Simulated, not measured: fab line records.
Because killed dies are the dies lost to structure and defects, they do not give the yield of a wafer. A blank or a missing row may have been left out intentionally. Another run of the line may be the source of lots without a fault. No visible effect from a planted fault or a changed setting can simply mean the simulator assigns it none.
Struck lot and sound lot, side by side :: flow sky130 :: 14 steps out of a route of 708
Sound: the wafers L934.1, L934.4, L934.5. Wafers struck: L939.3, L939.4, L939.6. The cause comes at the end.
For every step that has rows: the tool of each side, followed by ch and its chambers, followed by its first start. Under that, the readings that differ: sound wafers :: struck wafers :: difference of the means :: sigmas: that difference in standard deviations of wafers without a fault.
alike: words and numbers the same on both sides, and readings whose means are apart by under 2 such deviations; not compared: readings that were withheld, readings missing a value for some wafer, numbers with overlapping values and no deviation given by the record, and bounds like >300 which may hide the same value.
A row with sigmas, a row that says differs or no value, or rows on one side alone: a step with any of these is where the two part. Numbers that don't overlap but have no deviation are shown without sigmas and don't part them. A reading missing from all wafers of one side parts the sides only when that side holds two or more wafers.

SKY_METAL5_STRIP_16: strips in O2/N2.
  sound on plasma-asher-01 ch 1, day 45 14:53; struck on plasma-asher-02 ch 0,1, day 46 14:03
  alike: chamber-pressure-mTorr, drypump-motor-current-A, oes-product-au, strip-time-to-endpoint-s
  not compared: rf-hours-counter-h
then, 3 steps without rows for these wafers: SKY_METAL5_STRIP_17 (strips in post etch residue remover, time 1200 s); SKY_METAL5_CLEAN_18 (cleans in IPA, time 180 s); SKY_METAL5_CLEAN_19 (cleans in O3/DIW).
SKY_PASSIVATION_CVD_00: deposits SiO2, target thk 90 nm.
  sound on pecvd-01 ch 0,1,2, day 45 15:28; struck on pecvd-03 ch 0,1,2, day 46 14:41
  alike: heater-power-w
SKY_PASSIVATION_THK_MEAS_01:
  sound: film-metro-01 at day 45 15:30; struck: film-metro-02 at day 46 14:43
  alike: PASSIVATION_CVD_00_THK
SKY_PASSIVATION_CVD_02: deposits Si3N4, target thk 540 nm.
  sound on pecvd-04 ch 0,1,2, day 45 15:34; struck on pecvd-01 ch 0,1,2, day 46 14:46
  alike: heater-power-w
SKY_PASSIVATION_THK_MEAS_03:
  sound: film-metro-01 at day 45 15:47; struck: film-metro-02 at day 46 15:00
  alike: PASSIVATION_CVD_02_THK
then, 4 steps without rows for these wafers: SKY_PASSIVATION_DEHYDRATE_04 (time 60 s); SKY_PASSIVATION_HMDS_05 (prime time 60 s); SKY_PASSIVATION_COAT_06 (resist thk 3000 nm); SKY_PASSIVATION_SOFTBAKE_07.
SKY_PASSIVATION_EXPOSE_08: exposes mask NSM, target cd 3000 nm.
  struck on iline-stepper-01, day 47 01:00; sound on iline-stepper-02 ch 0, day 46 01:29
  no value came back on the struck wafers for exposure-dose-mJ-cm2, focus-offset-nm (nm); on the sound wafers exposure-dose-mJ-cm2 reads 260.12 259.76 259.92
  alike: mask
following that, these wafers have no rows for 1 step: SKY_PASSIVATION_PEB_09.

== WHERE THEY PART ==
SKY_PASSIVATION_EXPOSE_08 only, going by this record.

WHY: what the simulator had put in
At SKY_PASSIVATION_EXPOSE_08, the step was skipped entirely on iline-stepper-01 from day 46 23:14 on. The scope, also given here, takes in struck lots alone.
